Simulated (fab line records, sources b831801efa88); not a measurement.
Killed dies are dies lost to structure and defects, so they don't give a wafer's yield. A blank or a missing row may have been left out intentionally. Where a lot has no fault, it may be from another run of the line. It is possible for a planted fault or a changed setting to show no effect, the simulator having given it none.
Chamber matching + flow sfq-line + SFQ_TRILAYER_I1_CMP_CMP_046 on cmp-02: 4 sister chambers
The step polishes SiO2. 4 wafers are shown with their chamber, then 9 later ones without.

== WAFERS WITH THEIR CHAMBER ==
| wafer  | chamber | motor-current-A (A) |
|--------|---------|---------------------|
| L666.1 | 0       | 11.1                |
| L670.2 | 2       | 10.8                |
| L670.3 | 1       | 10.6                |
| L670.6 | 3       | 10.8                |

== WAFERS WHOSE CHAMBER IS MISSING ==
| wafer  | motor-current-A (A) |
|--------|---------------------|
| L672.2 | 11.0                |
| L672.3 | 10.4                |
| L672.6 | 11.0                |
| L678.1 | 11.3                |
| L678.2 | 11.0                |
| L678.3 | 10.3                |
| L679.3 | 10.1                |
| L679.4 | 10.9                |
| L679.6 | 10.4                |

== THE CHAMBER EACH PASSED THROUGH ==
| wafer  | from the rows above               | in truth |
|--------|-----------------------------------|----------|
| L672.2 | can't be placed: 0 or 2 or 3 or 1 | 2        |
| L672.3 | can't be placed: 1 or 2 or 3      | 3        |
| L672.6 | can't be placed: 0 or 2 or 3 or 1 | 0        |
| L678.1 | can't be placed: 0 or 2 or 3      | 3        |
| L678.2 | can't be placed: 0 or 2 or 3 or 1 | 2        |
| L678.3 | can't be placed: 1 or 2 or 3      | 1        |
| L679.3 | can't be placed: 1 or 2 or 3      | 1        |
| L679.4 | can't be placed: 2 or 3 or 0 or 1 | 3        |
| L679.6 | can't be placed: 1 or 2 or 3      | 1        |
Placed correctly: 0 of 9. These rows do not allow placing 9 (true chamber among the candidates in 9). Number placed wrongly: 0.
How it was worked out, from the rows above alone: a wafer's distance from a chamber is the root of the sum, over the readings, of the square of ((its reading less the chamber's mean) divided by the reading's scatter). The wafer belongs to the nearest chamber; if the next one is less than 2 further off, it can't be placed. The mean given for a chamber averages the wafers shown for that chamber. The scatter: root of mean squared gap, hidden wafer to nearest shown wafer, with one shown wafer a chamber.
